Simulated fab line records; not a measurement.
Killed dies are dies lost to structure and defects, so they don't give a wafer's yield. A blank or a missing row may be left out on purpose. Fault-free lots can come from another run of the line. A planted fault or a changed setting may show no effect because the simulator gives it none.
Which tool did it? :: flow gf180mcu :: 33 wafers from 11 lots sampled at 6 of the route's 602 steps

## WHAT THE GAUGES READ, wafer by wafer
GF_PSD_OVL_MEAS_08. Usual: PSD_OVL -0.3 nm, standard deviation 1.3.
lot: L333
measured: day 13 22:49
on: overlay-02
PSD_OVL (nm): 2.4 -0.4 1.5
flag: 

lot: L334
measured: day 14 12:48
on: overlay-01
PSD_OVL (nm): -0.8 -1.6 -2.7
flag: 

lot: L336
measured: day 14 21:40
on: overlay-01
PSD_OVL (nm): -0.7 -0.8 -0.3
flag: 

lot: L335
measured: day 15 04:16
on: overlay-02
PSD_OVL (nm): 1.2 0.6 -0.1
flag: 

lot: L337
measured: day 15 07:32
on: overlay-01
PSD_OVL (nm): -2.5 -2.7 -1.8
flag: 

lot: L347
measured: day 19 01:38
on: overlay-01
PSD_OVL (nm): -0.1 1.3 -0.3
flag: 

lot: L348
measured: day 19 09:44
on: overlay-02
PSD_OVL (nm): -0.1 -1.5 -0.5
flag: 

lot: L353
measured: day 21 10:33
on: overlay-01
PSD_OVL (nm): -0.7 -1.1 -0.5
flag: 

lot: L354
measured: day 21 17:19
on: overlay-01
PSD_OVL (nm): 0.0 -0.8 -1.0
flag: 

lot: L355
measured: day 22 02:41
on: overlay-01
PSD_OVL (nm): 0.8 -2.0 -0.5
flag: 

lot: L356
measured: day 22 05:59
on: overlay-01
PSD_OVL (nm): -2.0 0.0 -0.2
flag: 

GF_PSD_TW_MEAS_11. Usual: PSD_TW 3197, standard deviation 24.
lot: L333
measured: day 13 23:06
on: film-metro-01
PSD_TW: 3182 3183 3194
flag: 

lot: L334
measured: day 14 13:05
on: film-metro-01
PSD_TW: 3185 3188 3171
flag: 

lot: L336
measured: day 14 21:58
on: film-metro-02
PSD_TW: 3207 3200 3215
flag: 

lot: L335
measured: day 15 04:34
on: film-metro-01
PSD_TW: 3182 3183 3183
flag: 

lot: L337
measured: day 15 07:49
on: film-metro-01
PSD_TW: 3199 3175 3202
flag: 

lot: L347
measured: day 19 01:55
on: film-metro-02
PSD_TW: 3251 3299 3279
flag: OFF

lot: L348
measured: day 19 10:02
on: film-metro-01
PSD_TW: 3189 3177 3158
flag: 

lot: L353
measured: day 21 10:50
on: film-metro-01
PSD_TW: 3178 3182 3183
flag: 

lot: L354
measured: day 21 17:37
on: film-metro-01
PSD_TW: 3172 3179 3203
flag: 

lot: L355
measured: day 22 02:59
on: film-metro-04
PSD_TW: 3189 3189 3192
flag: 

lot: L356
measured: day 22 06:16
on: film-metro-04
PSD_TW: 3204 3192 3185
flag: 

GF_PSD_RS_MEAS_15: uses a four-point probe to measure. Usual: PSD_RS 108.6 ohm/sq, standard deviation 0.34.
lot: L333
measured: day 13 23:25
on: film-metro-02
PSD_RS (ohm/sq): 108.3 108.0 108.3
flag: 

lot: L334
measured: day 14 13:26
on: film-metro-02
PSD_RS (ohm/sq): 108.7 108.4 108.7
flag: 

lot: L336
measured: day 14 22:16
on: film-metro-02
PSD_RS (ohm/sq): 108.3 108.2 108.3
flag: 

lot: L335
measured: day 15 04:52
on: film-metro-04
PSD_RS (ohm/sq): 108.5 108.5 108.8
flag: 

lot: L337
measured: day 15 08:09
on: film-metro-02
PSD_RS (ohm/sq): 108.5 108.9 108.5
flag: 

lot: L347
measured: day 19 02:15
on: film-metro-04
PSD_RS (ohm/sq): 109.9 109.1 109.1
flag: 

lot: L348
measured: day 19 10:21
on: film-metro-04
PSD_RS (ohm/sq): 108.9 108.8 109.0
flag: 

lot: L353
measured: day 21 11:11
on: film-metro-01
PSD_RS (ohm/sq): 108.4 108.5 108.8
flag: 

lot: L354
measured: day 21 17:55
on: film-metro-04
PSD_RS (ohm/sq): 108.8 108.7 108.6
flag: 

lot: L355
measured: day 22 03:18
on: film-metro-01
PSD_RS (ohm/sq): 108.3 108.6 108.7
flag: 

lot: L356
measured: day 22 06:39
on: film-metro-04
PSD_RS (ohm/sq): 109.0 108.9 108.8
flag: 

## EACH LOT AND THE TOOL THAT RAN IT (in order: tool; ch and the chambers of the sampled wafers; start)
lot: L333
GF_HV_LDD_STRIP_49: plasma-asher-01 ch 0,1, day 12 04:21
GF_PSD_IMPLANT_09: implanter-03 ch 0, day 13 22:51
GF_PSD_STRIP_10: plasma-asher-03 ch 0,1, day 13 23:00

lot: L334
GF_HV_LDD_STRIP_49: plasma-asher-02 ch 0,1, day 12 16:02
GF_PSD_IMPLANT_09: implanter-04 ch 0, day 14 12:52
GF_PSD_STRIP_10: plasma-asher-04 ch 0,1, day 14 13:01

lot: L336
GF_HV_LDD_STRIP_49: plasma-asher-04 ch 0,1, day 13 02:00
GF_PSD_IMPLANT_09: implanter-03 ch 0, day 14 21:43
GF_PSD_STRIP_10: plasma-asher-04 ch 0,1, day 14 21:52

lot: L335
GF_HV_LDD_STRIP_49: plasma-asher-01 ch 0,1, day 13 07:27
GF_PSD_IMPLANT_09: implanter-02 ch 0, day 15 04:19
GF_PSD_STRIP_10: plasma-asher-03 ch 0,1, day 15 04:28

lot: L337
GF_HV_LDD_STRIP_49: plasma-asher-01 ch 0,1, day 13 08:50
GF_PSD_IMPLANT_09: implanter-02 ch 0, day 15 07:36
GF_PSD_STRIP_10: plasma-asher-04 ch 0,1, day 15 07:44

lot: L347
GF_HV_LDD_STRIP_49: plasma-asher-01 ch 0,1, day 16 22:32
GF_PSD_IMPLANT_09: implanter-02 ch 0, day 19 01:42
GF_PSD_STRIP_10: plasma-asher-04 ch 0,1, day 19 01:50

lot: L348
GF_HV_LDD_STRIP_49: plasma-asher-04 ch 0,1, day 17 06:09
GF_PSD_IMPLANT_09: implanter-03 ch 0, day 19 09:48
GF_PSD_STRIP_10: plasma-asher-04 ch 0,1, day 19 09:55

lot: L353
GF_HV_LDD_STRIP_49: plasma-asher-01 ch 0,1, day 19 07:05
GF_PSD_IMPLANT_09: implanter-03 ch 0, day 21 10:37
GF_PSD_STRIP_10: plasma-asher-01 ch 0,1, day 21 10:45

lot: L354
GF_HV_LDD_STRIP_49: plasma-asher-04 ch 0, day 19 14:09
GF_PSD_IMPLANT_09: implanter-03 ch 0, day 21 17:21
GF_PSD_STRIP_10: plasma-asher-04 ch 0,1, day 21 17:30

lot: L355
GF_HV_LDD_STRIP_49: plasma-asher-02 ch 0,1, day 19 22:45
GF_PSD_IMPLANT_09: implanter-03 ch 0, day 22 02:44
GF_PSD_STRIP_10: plasma-asher-03 ch 0,1, day 22 02:52

lot: L356
GF_HV_LDD_STRIP_49: plasma-asher-02 ch 0,1, day 20 03:20
GF_PSD_IMPLANT_09: implanter-04 ch 0, day 22 06:03
GF_PSD_STRIP_10: plasma-asher-03 ch 0,1, day 22 06:11
- GF_HV_LDD_STRIP_49: strips in O2/N2.
- GF_PSD_IMPLANT_09
- GF_PSD_STRIP_10: strips in O2/N2.

## WHAT THE TOOLS THEMSELVES READ (means of the sampled wafers that have a number; where no wafer has one, the mark that the record gives instead)
GF_HV_LDD_STRIP_49. Usual: drypump-motor-current-A 5.5 A, standard deviation 0.47; heater-power-w 320 W, standard deviation 32; o2-flow-sccm 3000 sccm, standard deviation 9.5; oes-product-au 0.716 a.u., standard deviation 0.0046; platen-temp-c 250.00 C, standard deviation 0.17; strip-time-to-endpoint-s 12.63 s, standard deviation 0.036.
lot: L333
tool: plasma-asher-01
drypump-motor-current-A (A): 5.7
heater-power-w (W): 323
o2-flow-sccm (sccm): 3000
oes-product-au (a.u.): 0.716
platen-temp-c (C): 249.94
strip-time-to-endpoint-s (s): 12.65
flag: 

lot: L334
tool: plasma-asher-02
drypump-motor-current-A (A): 5.4
heater-power-w (W): 282
o2-flow-sccm (sccm): 2995
oes-product-au (a.u.): 0.714
platen-temp-c (C): 250.07
strip-time-to-endpoint-s (s): 12.68
flag: 

lot: L336
tool: plasma-asher-04
drypump-motor-current-A (A): 5.1
heater-power-w (W): 370
o2-flow-sccm (sccm): 2990
oes-product-au (a.u.): 0.714
platen-temp-c (C): 249.95
strip-time-to-endpoint-s (s): 12.63
flag: 

lot: L335
tool: plasma-asher-01
drypump-motor-current-A (A): 6.0
heater-power-w (W): 317
o2-flow-sccm (sccm): 3001
oes-product-au (a.u.): 0.716
platen-temp-c (C): 249.97
strip-time-to-endpoint-s (s): 12.65
flag: 

lot: L337
tool: plasma-asher-01
drypump-motor-current-A (A): 5.7
heater-power-w (W): 319
o2-flow-sccm (sccm): 3011
oes-product-au (a.u.): 0.714
platen-temp-c (C): 250.04
strip-time-to-endpoint-s (s): 12.60
flag: 

lot: L347
tool: plasma-asher-01
drypump-motor-current-A (A): 6.0
heater-power-w (W): 312
o2-flow-sccm (sccm): 3006
oes-product-au (a.u.): 0.714
platen-temp-c (C): 249.91
strip-time-to-endpoint-s (s): 12.62
flag: 

lot: L348
tool: plasma-asher-04
drypump-motor-current-A (A): 5.2
heater-power-w (W): 344
o2-flow-sccm (sccm): 2998
oes-product-au (a.u.): 0.717
platen-temp-c (C): 249.90
strip-time-to-endpoint-s (s): 12.65
flag: 

lot: L353
tool: plasma-asher-01
drypump-motor-current-A (A): 5.8
heater-power-w (W): 319
o2-flow-sccm (sccm): 3003
oes-product-au (a.u.): 0.718
platen-temp-c (C): 249.98
strip-time-to-endpoint-s (s): 12.65
flag: 

lot: L354
tool: plasma-asher-04
drypump-motor-current-A (A): 4.9
heater-power-w (W): 379
o2-flow-sccm (sccm): 3006
oes-product-au (a.u.): 0.715
platen-temp-c (C): 250.07
strip-time-to-endpoint-s (s): 12.64
flag: 

lot: L355
tool: plasma-asher-02
drypump-motor-current-A (A): 5.2
heater-power-w (W): 295
o2-flow-sccm (sccm): 3005
oes-product-au (a.u.): 0.718
platen-temp-c (C): 249.85
strip-time-to-endpoint-s (s): 12.64
flag: 

lot: L356
tool: plasma-asher-02
drypump-motor-current-A (A): 5.4
heater-power-w (W): 278
o2-flow-sccm (sccm): 3001
oes-product-au (a.u.): 0.718
platen-temp-c (C): 250.01
strip-time-to-endpoint-s (s): 12.68
flag: 

GF_PSD_STRIP_10. Usual: drypump-motor-current-A 5.8 A, standard deviation 0.44; heater-power-w 333 W, standard deviation 30; o2-flow-sccm 3002 sccm, standard deviation 8.6; oes-product-au 0.592 a.u., standard deviation 0.0051; platen-temp-c 249.99 C, standard deviation 0.2; strip-time-to-endpoint-s 16.53 s, standard deviation 0.033.
lot: L333
tool: plasma-asher-03
drypump-motor-current-A (A): 6.1
heater-power-w (W): 323
o2-flow-sccm (sccm): 3004
oes-product-au (a.u.): 0.591
platen-temp-c (C): 250.20
strip-time-to-endpoint-s (s): 16.53
flag: 

lot: L334
tool: plasma-asher-04
drypump-motor-current-A (A): 5.0
heater-power-w (W): 366
o2-flow-sccm (sccm): 3016
oes-product-au (a.u.): 0.592
platen-temp-c (C): 250.06
strip-time-to-endpoint-s (s): 16.57
flag: 

lot: L336
tool: plasma-asher-04
drypump-motor-current-A (A): 5.2
heater-power-w (W): 347
o2-flow-sccm (sccm): 3006
oes-product-au (a.u.): 0.595
platen-temp-c (C): 249.93
strip-time-to-endpoint-s (s): 16.50
flag: 

lot: L335
tool: plasma-asher-03
drypump-motor-current-A (A): 6.1
heater-power-w (W): 316
o2-flow-sccm (sccm): 3001
oes-product-au (a.u.): 0.597
platen-temp-c (C): 249.96
strip-time-to-endpoint-s (s): 16.53
flag: 

lot: L337
tool: plasma-asher-04
drypump-motor-current-A (A): 5.2
heater-power-w (W): 348
o2-flow-sccm (sccm): 3001
oes-product-au (a.u.): 0.588
platen-temp-c (C): 250.15
strip-time-to-endpoint-s (s): 16.57
flag: 

lot: L347
tool: plasma-asher-04
drypump-motor-current-A (A): 5.1
heater-power-w (W): 369
o2-flow-sccm (sccm): 3011
oes-product-au (a.u.): 0.595
platen-temp-c (C): 250.16
strip-time-to-endpoint-s (s): 16.46
flag: 

lot: L348
tool: plasma-asher-04
drypump-motor-current-A (A): 5.1
heater-power-w (W): 371
o2-flow-sccm (sccm): 3003
oes-product-au (a.u.): 0.598
platen-temp-c (C): 250.08
strip-time-to-endpoint-s (s): 16.48
flag: 

lot: L353
tool: plasma-asher-01
drypump-motor-current-A (A): 6.0
heater-power-w (W): 317
o2-flow-sccm (sccm): 2996
oes-product-au (a.u.): 0.595
platen-temp-c (C): 249.81
strip-time-to-endpoint-s (s): 16.54
flag: 

lot: L354
tool: plasma-asher-04
drypump-motor-current-A (A): 5.2
heater-power-w (W): 349
o2-flow-sccm (sccm): 2998
oes-product-au (a.u.): 0.595
platen-temp-c (C): 249.98
strip-time-to-endpoint-s (s): 16.58
flag: 

lot: L355
tool: plasma-asher-03
drypump-motor-current-A (A): 6.1
heater-power-w (W): 346
o2-flow-sccm (sccm): 3005
oes-product-au (a.u.): 0.591
platen-temp-c (C): 250.14
strip-time-to-endpoint-s (s): 16.53
flag: 

lot: L356
tool: plasma-asher-03
drypump-motor-current-A (A): 6.1
heater-power-w (W): 341
o2-flow-sccm (sccm): 3000
oes-product-au (a.u.): 0.586
platen-temp-c (C): 250.09
strip-time-to-endpoint-s (s): 16.51
flag: 

## THE ANSWER, worked out from the rows above alone
Rule: take the mean of a lot's wafers that have a number; if it is more than 3 standard deviations from the usual mean, the lot is off. A lot without any number at a reading at which 4 lots or more have one is off too. All remaining lots with rows at the step are treated as sound. After the gauges, taken in route order, come the tools' own readings; for these a lot's mean is taken, as printed above. The first step at which some lot is off is used, and at that step the reading that is off furthest; a lot without a number counts as furthest.
Off: at GF_PSD_TW_MEAS_11 (PSD_TW), L347.
A tool fits if, at a process step before that reading, it ran every lot that is off, and no sound lot after the first of them. Gauges at GF_PSD_TW_MEAS_11: tried the same way as those tools. Undecided on this evidence; 2 tools fit (implanter-02 at GF_PSD_IMPLANT_09, film-metro-02 at GF_PSD_TW_MEAS_11).

## WHAT THE SIMULATOR PUT IN
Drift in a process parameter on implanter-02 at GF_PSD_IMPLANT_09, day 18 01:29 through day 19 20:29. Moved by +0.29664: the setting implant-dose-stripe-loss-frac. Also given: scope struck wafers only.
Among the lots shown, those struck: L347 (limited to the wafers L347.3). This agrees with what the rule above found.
